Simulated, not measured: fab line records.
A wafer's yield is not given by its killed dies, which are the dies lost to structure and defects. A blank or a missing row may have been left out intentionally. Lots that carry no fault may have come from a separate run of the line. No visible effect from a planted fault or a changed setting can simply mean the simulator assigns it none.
The tool behind it: which one? :: flow gf180mcu :: Sampling: 24 lots, 72 wafers, 5 of 602 route steps

WHAT EACH GAUGE READ, for each wafer
GF_V5_THK_MEAS_03.
lot: L074
measured: day 26 15:48
on: filmMetro-03
V5_CVD_02_THK (nm): 1425 1433 1446

lot: L075
measured: day 26 16:19
on: filmMetro-04
V5_CVD_02_THK (nm): 1468 1483 1488

lot: L076
measured: day 27 03:13
on: filmMetro-03
V5_CVD_02_THK (nm): 1466 1491 1483

lot: L077
measured: day 27 14:40
on: filmMetro-03
V5_CVD_02_THK (nm): 1447 1480 1477

lot: L078
measured: day 27 19:10
on: filmMetro-04
V5_CVD_02_THK (nm): 1462 1473 1491

lot: L079
measured: day 27 19:53
on: filmMetro-04
V5_CVD_02_THK (nm): 1412 1421 1438

lot: L080
measured: day 28 08:38
on: filmMetro-01
V5_CVD_02_THK (nm): 1406 1428 1431

lot: L081
measured: day 28 15:08
on: filmMetro-01
V5_CVD_02_THK (nm): 1464 1453 1478

lot: L082
measured: day 28 21:50
on: filmMetro-01
V5_CVD_02_THK (nm): 1399 1453 1411

lot: L083
measured: day 29 03:41
on: filmMetro-03
V5_CVD_02_THK (nm): 1425 1435 1439

lot: L084
measured: day 29 11:40
on: filmMetro-03
V5_CVD_02_THK (nm): 1450 1457 1467

lot: L085
measured: day 29 21:12
on: filmMetro-01
V5_CVD_02_THK (nm): 1415 1450 1431

lot: L086
measured: day 30 00:44
on: filmMetro-03
V5_CVD_02_THK (nm): 1418 1436 1448

lot: L087
measured: day 30 14:17
on: filmMetro-01
V5_CVD_02_THK (nm): 1436 1445 1453

lot: L088
measured: day 30 16:59
on: filmMetro-03
V5_CVD_02_THK (nm): 1443 1422 1418

lot: L089
measured: day 30 19:20
on: filmMetro-01
V5_CVD_02_THK (nm): 1436 1463 1437

lot: L090
measured: day 31 04:41
on: filmMetro-03
V5_CVD_02_THK (nm): 1417 1460 1436

lot: L091
measured: day 31 10:36
on: filmMetro-01
V5_CVD_02_THK (nm): 1441 1455 1444

lot: L092
measured: day 31 20:01
on: filmMetro-01
V5_CVD_02_THK (nm): 1447 1433 1450

lot: L093
measured: day 31 22:08
on: filmMetro-04
V5_CVD_02_THK (nm): 1430 1431 1443

lot: L094
measured: day 32 04:19
on: filmMetro-03
V5_CVD_02_THK (nm): 1463 1480 1453

lot: L095
measured: day 32 12:51
on: filmMetro-03
V5_CVD_02_THK (nm): 1431 1465 1459

lot: L096
measured: day 32 15:05
on: filmMetro-04
V5_CVD_02_THK (nm): 1421 1420 1434

lot: L097
measured: day 32 20:25
on: filmMetro-01
V5_CVD_02_THK (nm): 1433 1444 1469

GF_V5_THK_MEAS_25: measures by xrf.
lot: L074
measured: day 27 13:29
on: filmMetro-03
V5_W_THK (nm): 363 360 364

lot: L075
measured: day 27 14:25
on: filmMetro-04
V5_W_THK (nm): 349 351 348

lot: L076
measured: day 28 01:22
on: filmMetro-04
V5_W_THK (nm): 357 355 358

lot: L077
measured: day 28 12:47
on: filmMetro-03
V5_W_THK (nm): 354 364 358

lot: L078
measured: day 28 16:38
on: filmMetro-01
V5_W_THK (nm): 358 350 359

lot: L079
measured: day 28 17:33
on: filmMetro-03
V5_W_THK (nm): 355 359 362

lot: L080
measured: day 29 05:52
on: filmMetro-03
V5_W_THK (nm): 368 364 372

lot: L081
measured: day 29 12:38
on: filmMetro-01
V5_W_THK (nm): 363 361 357

lot: L082
measured: day 29 19:11
on: filmMetro-01
V5_W_THK (nm): 357 356 355

lot: L083
measured: day 30 00:22
on: filmMetro-01
V5_W_THK (nm): 357 365 358

lot: L084
measured: day 30 08:12
on: filmMetro-03
V5_W_THK (nm): 363 363 365

lot: L085
measured: day 30 17:31
on: filmMetro-01
V5_W_THK (nm): 364 363 363

lot: L086
measured: day 30 20:56
on: filmMetro-01
V5_W_THK (nm): 370 365 367

lot: L087
measured: day 31 09:48
on: filmMetro-01
V5_W_THK (nm): 364 363 357

lot: L088
measured: day 31 12:23
on: filmMetro-01
V5_W_THK (nm): 356 355 365

lot: L089
measured: day 31 14:16
on: filmMetro-04
V5_W_THK (nm): 347 353 351

lot: L090
measured: day 31 22:52
on: filmMetro-03
V5_W_THK (nm): 358 363 360

lot: L091
measured: day 32 05:08
on: filmMetro-04
V5_W_THK (nm): 354 354 356

lot: L092
measured: day 32 14:30
on: filmMetro-04
V5_W_THK (nm): 362 359 362

lot: L093
measured: day 32 16:19
on: filmMetro-04
V5_W_THK (nm): 359 360 359

lot: L094
measured: day 32 22:08
on: filmMetro-03
V5_W_THK (nm): 367 367 364

lot: L095
measured: day 33 06:55
on: filmMetro-01
V5_W_THK (nm): 355 350 348

lot: L096
measured: day 33 08:53
on: filmMetro-03
V5_W_THK (nm): 372 365 369

lot: L097
measured: day 33 14:10
on: filmMetro-03
V5_W_THK (nm): 364 369 364

GF_TOP_METAL_THK_MEAS_06: measures by xrf.
lot: L074
measured: day 27 14:11
on: filmMetro-01
TOP_METAL_ALCU_THK (nm): 915 887 916

lot: L075
measured: day 27 15:07
on: filmMetro-02
TOP_METAL_ALCU_THK (nm): 909 890 883

lot: L076
measured: day 28 02:04
on: filmMetro-02
TOP_METAL_ALCU_THK (nm): 898 896 899

lot: L077
measured: day 28 13:29
on: filmMetro-02
TOP_METAL_ALCU_THK (nm): 896 885 901

lot: L078
measured: day 28 17:26
on: filmMetro-04
TOP_METAL_ALCU_THK (nm): 897 894 907

lot: L079
measured: day 28 18:17
on: filmMetro-02
TOP_METAL_ALCU_THK (nm): 899 907 912

lot: L080
measured: day 29 06:34
on: filmMetro-01
TOP_METAL_ALCU_THK (nm): 907 918 913

lot: L081
measured: day 29 13:20
on: filmMetro-04
TOP_METAL_ALCU_THK (nm): 897 900 909

lot: L082
measured: day 29 19:53
on: filmMetro-01
TOP_METAL_ALCU_THK (nm): 895 893 901

lot: L083
measured: day 30 01:13
on: filmMetro-02
TOP_METAL_ALCU_THK (nm): 908 899 917

lot: L084
measured: day 30 08:54
on: filmMetro-01
TOP_METAL_ALCU_THK (nm): 912 921 915

lot: L085
measured: day 30 18:13
on: filmMetro-02
TOP_METAL_ALCU_THK (nm): 881 889 902

lot: L086
measured: day 30 21:38
on: filmMetro-01
TOP_METAL_ALCU_THK (nm): 934 936 919

lot: L087
measured: day 31 10:30
on: filmMetro-04
TOP_METAL_ALCU_THK (nm): 885 915 915

lot: L088
measured: day 31 13:19
on: filmMetro-01
TOP_METAL_ALCU_THK (nm): 895 900 889

lot: L089
measured: day 31 14:58
on: filmMetro-01
TOP_METAL_ALCU_THK (nm): 927 923 920

lot: L090
measured: day 31 23:34
on: filmMetro-01
TOP_METAL_ALCU_THK (nm): 914 928 927

lot: L091
measured: day 32 05:50
on: filmMetro-01
TOP_METAL_ALCU_THK (nm): 905 909 911

lot: L092
measured: day 32 15:12
on: filmMetro-02
TOP_METAL_ALCU_THK (nm): 901 895 898

lot: L093
measured: day 32 17:01
on: filmMetro-02
TOP_METAL_ALCU_THK (nm): 943 912 932

lot: L094
measured: day 32 22:50
on: filmMetro-02
TOP_METAL_ALCU_THK (nm): 909 926 927

lot: L095
measured: day 33 07:37
on: filmMetro-01
TOP_METAL_ALCU_THK (nm): 907 900 911

lot: L096
measured: day 33 09:35
on: filmMetro-04
TOP_METAL_ALCU_THK (nm): 894 918 903

lot: L097
measured: day 33 14:52
on: filmMetro-01
TOP_METAL_ALCU_THK (nm): 901 900 905

EACH LOT AND THE TOOL THAT RAN IT (in order: tool; ch and the chambers of the sampled wafers; start)
lot: L074
GF_M4_SPUTTER_04: pvdSputter-02, day 22 20:02
GF_MIM_SPUTTER_04: pvdSputter-02, day 24 19:17

lot: L075
GF_M4_SPUTTER_04: pvdSputter-02, day 22 20:59
GF_MIM_SPUTTER_04: pvdSputter-03, day 24 20:42

lot: L076
GF_M4_SPUTTER_04: pvdSputter-01, day 23 10:12
GF_MIM_SPUTTER_04: pvdSputter-02, day 25 08:16

lot: L077
GF_M4_SPUTTER_04: pvdSputter-02, day 23 21:17
GF_MIM_SPUTTER_04: pvdSputter-02, day 25 19:18

lot: L078
GF_M4_SPUTTER_04: pvdSputter-01, day 24 01:42
GF_MIM_SPUTTER_04: pvdSputter-03, day 26 00:09

lot: L079
GF_M4_SPUTTER_04: pvdSputter-01, day 24 03:11
GF_MIM_SPUTTER_04: pvdSputter-03, day 26 00:58

lot: L080
GF_M4_SPUTTER_04: pvdSputter-02, day 24 17:01
GF_MIM_SPUTTER_04: pvdSputter-03, day 26 15:10

lot: L081
GF_M4_SPUTTER_04: pvdSputter-02, day 24 23:35
GF_MIM_SPUTTER_04: pvdSputter-03, day 26 20:34

lot: L082
GF_M4_SPUTTER_04: pvdSputter-01, day 25 06:56
GF_MIM_SPUTTER_04: pvdSputter-04, day 27 03:28

lot: L083
GF_M4_SPUTTER_04: pvdSputter-01, day 25 13:47
GF_MIM_SPUTTER_04: pvdSputter-02, day 27 10:09

lot: L084
GF_M4_SPUTTER_04: pvdSputter-04, day 25 21:28
GF_MIM_SPUTTER_04: pvdSputter-03, day 27 18:56

lot: L085
GF_M4_SPUTTER_04: pvdSputter-01, day 26 08:22
GF_MIM_SPUTTER_04: pvdSputter-04, day 28 04:37

lot: L086
GF_M4_SPUTTER_04: pvdSputter-01, day 26 12:47
GF_MIM_SPUTTER_04: pvdSputter-04, day 28 08:33

lot: L087
GF_M4_SPUTTER_04: pvdSputter-01, day 27 02:32
GF_MIM_SPUTTER_04: pvdSputter-02, day 28 21:48

lot: L088
GF_M4_SPUTTER_04: pvdSputter-04, day 27 06:44
GF_MIM_SPUTTER_04: pvdSputter-02, day 29 01:53

lot: L089
GF_M4_SPUTTER_04: pvdSputter-04, day 27 09:59
GF_MIM_SPUTTER_04: pvdSputter-04, day 29 04:38

lot: L090
GF_M4_SPUTTER_04: pvdSputter-04, day 27 20:07
GF_MIM_SPUTTER_04: pvdSputter-03, day 29 14:24

lot: L091
GF_M4_SPUTTER_04: pvdSputter-01, day 28 03:13
GF_MIM_SPUTTER_04: pvdSputter-04, day 29 20:39

lot: L092
GF_M4_SPUTTER_04: pvdSputter-01, day 28 13:23
GF_MIM_SPUTTER_04: pvdSputter-02, day 30 06:49

lot: L093
GF_M4_SPUTTER_04: pvdSputter-04, day 28 15:08
GF_MIM_SPUTTER_04: pvdSputter-03, day 30 09:00

lot: L094
GF_M4_SPUTTER_04: pvdSputter-01, day 28 22:54
GF_MIM_SPUTTER_04: pvdSputter-04, day 30 15:21

lot: L095
GF_M4_SPUTTER_04: pvdSputter-01, day 29 09:32
GF_MIM_SPUTTER_04: pvdSputter-03, day 31 00:40

lot: L096
GF_M4_SPUTTER_04: pvdSputter-04, day 29 11:16
GF_MIM_SPUTTER_04: pvdSputter-04, day 31 03:28

lot: L097
GF_M4_SPUTTER_04: pvdSputter-01, day 29 17:38
GF_MIM_SPUTTER_04: pvdSputter-04, day 31 09:37
- GF_M4_SPUTTER_04: material TiN, target thk 50 nm, time 41.7 s.
- GF_MIM_SPUTTER_04: material TiN, target thk 50 nm, time 41.7 s.

AS READ BY THE TOOLS THEMSELVES (means over the sampled wafers that have a number; for cases with no such wafer, the mark the record gives instead)
GF_M4_SPUTTER_04.
lot: L074
tool: pvdSputter-02
throttleValvePct (%): 30.9

lot: L075
tool: pvdSputter-02
throttleValvePct (%): 31.0

lot: L076
tool: pvdSputter-01
throttleValvePct (%): 29.5

lot: L077
tool: pvdSputter-02
throttleValvePct (%): 30.9

lot: L078
tool: pvdSputter-01
throttleValvePct (%): 29.6

lot: L079
tool: pvdSputter-01
throttleValvePct (%): 30.5

lot: L080
tool: pvdSputter-02
throttleValvePct (%): 30.9

lot: L081
tool: pvdSputter-02
throttleValvePct (%): 30.6

lot: L082
tool: pvdSputter-01
throttleValvePct (%): 29.9

lot: L083
tool: pvdSputter-01
throttleValvePct (%): 30.1

lot: L084
tool: pvdSputter-04
throttleValvePct (%): 29.9

lot: L085
tool: pvdSputter-01
throttleValvePct (%): 29.8

lot: L086
tool: pvdSputter-01
throttleValvePct (%): 30.8

lot: L087
tool: pvdSputter-01
throttleValvePct (%): 29.7

lot: L088
tool: pvdSputter-04
throttleValvePct (%): 30.2

lot: L089
tool: pvdSputter-04
throttleValvePct (%): 30.2

lot: L090
tool: pvdSputter-04
throttleValvePct (%): 30.4

lot: L091
tool: pvdSputter-01
throttleValvePct (%): 29.5

lot: L092
tool: pvdSputter-01
throttleValvePct (%): 30.5

lot: L093
tool: pvdSputter-04
throttleValvePct (%): 30.1

lot: L094
tool: pvdSputter-01
throttleValvePct (%): 30.5

lot: L095
tool: pvdSputter-01
throttleValvePct (%): 30.6

lot: L096
tool: pvdSputter-04
throttleValvePct (%): 30.0

lot: L097
tool: pvdSputter-01
throttleValvePct (%): 30.5

GF_MIM_SPUTTER_04.
lot: L074
tool: pvdSputter-02
throttleValvePct (%): 31.1

lot: L075
tool: pvdSputter-03
throttleValvePct (%): 29.6

lot: L076
tool: pvdSputter-02
throttleValvePct (%): 30.7

lot: L077
tool: pvdSputter-02
throttleValvePct (%): 30.9

lot: L078
tool: pvdSputter-03
throttleValvePct (%): 29.8

lot: L079
tool: pvdSputter-03
throttleValvePct (%): 29.9

lot: L080
tool: pvdSputter-03
throttleValvePct (%): 30.1

lot: L081
tool: pvdSputter-03
throttleValvePct (%): 29.7

lot: L082
tool: pvdSputter-04
throttleValvePct (%): 30.3

lot: L083
tool: pvdSputter-02
throttleValvePct (%): 31.0

lot: L084
tool: pvdSputter-03
throttleValvePct (%): 29.7

lot: L085
tool: pvdSputter-04
throttleValvePct (%): 29.7

lot: L086
tool: pvdSputter-04
throttleValvePct (%): 30.7

lot: L087
tool: pvdSputter-02
throttleValvePct (%): 30.6

lot: L088
tool: pvdSputter-02
throttleValvePct (%): 31.0

lot: L089
tool: pvdSputter-04
throttleValvePct (%): 30.1

lot: L090
tool: pvdSputter-03
throttleValvePct (%): 29.7

lot: L091
tool: pvdSputter-04
throttleValvePct (%): 29.9

lot: L092
tool: pvdSputter-02
throttleValvePct (%): 30.7

lot: L093
tool: pvdSputter-03
throttleValvePct (%): 29.7

lot: L094
tool: pvdSputter-04
throttleValvePct (%): 29.9

lot: L095
tool: pvdSputter-03
throttleValvePct (%): 29.6

lot: L096
tool: pvdSputter-04
throttleValvePct (%): 29.8

lot: L097
tool: pvdSputter-04
throttleValvePct (%): 30.5

THE ANSWER, worked out from the rows above alone
Rule: usual is defined by the lots themselves. Put in order of their means at a reading, lots are off if they are a third of the lots or fewer, leave a main group of 4 or more, and stand apart from it by a gap of 3 or more times the standard deviation of the main group's means; of several such gaps the widest counts. If all means in a main group match to the digits the tables above print for the reading, that group is not used. Also off: a lot with no number at a reading for which 4 or more lots have one. All remaining lots with rows at the step are treated as sound. Order of review: gauges by route order, followed by the tools' own readings, for which a lot's mean as printed above is used. At the first step where some lot is off, the reading lying furthest off is the one used; lots without a number count as furthest.
No lot is off at any reading shown: from this, nothing can be told.

WHAT THE SIMULATOR PUT IN
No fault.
